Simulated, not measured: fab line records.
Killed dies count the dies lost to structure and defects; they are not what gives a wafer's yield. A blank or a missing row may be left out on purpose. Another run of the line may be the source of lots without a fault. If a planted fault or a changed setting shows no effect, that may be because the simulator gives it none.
One fault seen from 2 desks ; flow gf180mcu ; what lay behind the numbers comes last; until then each desk has only its own

## FROM THE METROLOGY DESK
Means of the sampled wafers that have a number, per lot and without regard to the tool the lot ran on: this is what the gauges read. If a lot's mean is further than 4 standard deviations from the usual mean, the lot is out of limits and carries the mark OUT (the distance appears in the brackets).
Columns: A = HV_LDD_RS at GF_HV_LDD_RS_MEAS_53, usual 417.6 ohm/sq; B = CONTACT_CVD_00_THK at GF_CONTACT_THK_MEAS_01, usual 302 nm
lot;first seen here;A;B
L356;day 12 08:12;418.3;300
L360;day 13 15:53;416.8;301
L361;day 13 18:44;417.4;305
L368;day 16 12:12;419.6;300
L369;day 16 17:44;422.1 (+4.5) OUT;300
L372;day 17 19:41;417.1;300
L373;day 17 23:09;418.1;300
L374;day 18 07:05;419.1;305
L375;day 18 16:32;417.0;298
L376;day 19 06:06;416.8;302
L377;day 20 04:15;417.8;306
L378;day 20 07:44;418.4;300
L379;day 20 19:56;417.9;297
This desk's finding: out of limits on L369; first on L369, day 16 17:44 (HV_LDD_RS at GF_HV_LDD_RS_MEAS_53). In limits: L356, L360, L361, L368, L372, L373, L374, L375, L376, L377, L378, L379.

## TOOL OWNER'S DESK, implanter-01
The tool's own readings at GF_HV_LDD_IMPLANT_35: means of the sampled wafers that have a number, for each lot that ran on this tool. If a lot's mean is further than 4 standard deviations from the usual mean, the lot is out of limits and carries the mark OUT (the distance appears in the brackets).
Columns: A = dose_ions_cm2 at GF_HV_LDD_IMPLANT_35, usual 7.502e+12; B = faraday_current_uA at GF_HV_LDD_IMPLANT_35, usual 42.3
lot;first seen here;A;B
L368;day 15 13:37;6.493e+12 (-99 or more) OUT;36.3 (-6.8) OUT
L369;day 15 18:37;6.495e+12 (-99 or more) OUT;37.2 (-5.7) OUT
L376;day 18 05:04;7.500e+12;41.9
L378;day 19 06:52;7.500e+12;42.8
Finding of this desk: L368, L369 out of limits; the first was L368 at day 15 13:37, on dose_ions_cm2 at GF_HV_LDD_IMPLANT_35. In limits: L376, L378.

## TAKEN TOGETHER
At day 15 13:37, on L368, L369, the tool owner's desk was in a position to raise an alarm.
An alarm was possible from the metrology desk at day 16 17:44, on L369.
The metrology desk holds a record of L368, inside its limits.
GF_HV_LDD_IMPLANT_35 was run on implanter-01 by each of the lots named.

## WHAT WAS PUT IN BY THE SIMULATOR
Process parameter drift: implanter-01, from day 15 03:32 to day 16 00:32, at GF_HV_LDD_IMPLANT_35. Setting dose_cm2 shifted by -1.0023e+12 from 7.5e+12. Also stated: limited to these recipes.
Shown lots that were struck: L368, L369.
Hours from the fault's start to each desk's first reading out of limits: the tool owner's desk, 10; the metrology desk, 38.
